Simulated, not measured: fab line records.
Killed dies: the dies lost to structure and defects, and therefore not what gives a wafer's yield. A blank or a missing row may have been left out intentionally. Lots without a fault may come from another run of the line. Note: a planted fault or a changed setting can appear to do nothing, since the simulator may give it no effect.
8D (eight disciplines) problem report, filled in by code -- flow sky130 -- the parts of the form that need people (team, actions taken, sign-off) are left out

## 1. WHAT WENT WRONG
Wafers free of any fault read 218.6 (standard deviation 2.2) for VT_ADJUST_NCORE_TW at SKY_VT_ADJUST_NCORE_TW_MEAS_11, against a mean of 246.2 on 6 wafers of 2 lots. Relative to the usual mean, that is a shift of +13 standard deviations.
Seen first at day 8 06:13 on film metro-04, wafer L166.1. At this step, 39 wafers from 13 lots have a number in the record. Rule for "out", or "out of limits": more than 4 standard deviations from the usual mean. The rest of the wafers with a number are treated as sound.

## 2. WHAT IT IS AND WHAT IT IS NOT
question,is,is not
which readings at this step,VT_ADJUST_NCORE_TW,-
which lots,"L166, L172","L164, L167, L171, L178, L179, L180, L181, L182, L183, L185, L186"
which wafers of those lots,all that have a number,-
read on which gauges,"film metro-03, film metro-04",film metro-01
when,from day 8 06:13,"up to then (3 sound wafers); but 30 sound wafers of L167, L171, L178, L179, L180, L181, L182, L183, L185, L186 came after"

## 3. WHAT RULES OUT EACH SUSPECT
Counting: any tool at a process step up to the reading is kept as a suspect provided that every lot that is out went through it and no sound lot did after the first of them.
- the gauge at SKY_VT_ADJUST_NCORE_TW_MEAS_11 is ruled out. The wafers that are out were read on 2 gauges (film metro-03, film metro-04).
- implanter-03 at SKY_VT_ADJUST_NCORE_IMPLANT_09: ruled out as a lasting fault. The sound lots L183, L182, L186, L185 went through it after L166, its earliest lot that is out (day 8 05:58).
Left after counting: nothing in the record.

## 4. THE CAUSE (what the simulator had put in)
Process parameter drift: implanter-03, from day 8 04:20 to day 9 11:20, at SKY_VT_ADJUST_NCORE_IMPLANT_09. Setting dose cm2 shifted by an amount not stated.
Counting ruled it out, wrongly: the rule takes a fault to strike every lot that its tool runs from its start on, and this one did not.

## 5. THE EFFECT CHAIN, in route order
Rows list readings where the struck wafers' mean (over those with a number) sits beyond 3 standard deviations from the usual. Only readings for which the record gives a usual standard deviation are gone through. hours: the time from each lot's start at the first step in this table that gives one to its start at this step, as a median over the lots. sigmas: the change in usual standard deviations.
hours,step,reading,usual,on struck wafers,change,sigmas
0,SKY_VT_ADJUST_NCORE_IMPLANT_09,dose ions cm2,2.4004e+12,3.4588e+12,+1.0584e+12,+99 or more
0,SKY_VT_ADJUST_NCORE_IMPLANT_09,faraday current uA,13.52,19.67,+6.15,+21
0,SKY_VT_ADJUST_NCORE_TW_MEAS_11,VT_ADJUST_NCORE_TW,218.6,246.2,+27.6,+13
Here are the process steps it includes:
- SKY_VT_ADJUST_NCORE_IMPLANT_09

## 6. HOW IT WOULD HAVE BEEN CAUGHT EARLIER
The first out-of-limits reading at a measuring or inspecting step in this record came at day 8 06:13, 2 hours after the fault's start at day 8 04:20.
Tool's own readings at SKY_VT_ADJUST_NCORE_IMPLANT_09, dose ions cm2, faraday current uA: out on all struck wafers the step has rows for; an alarm limit on them would have tripped on the first.
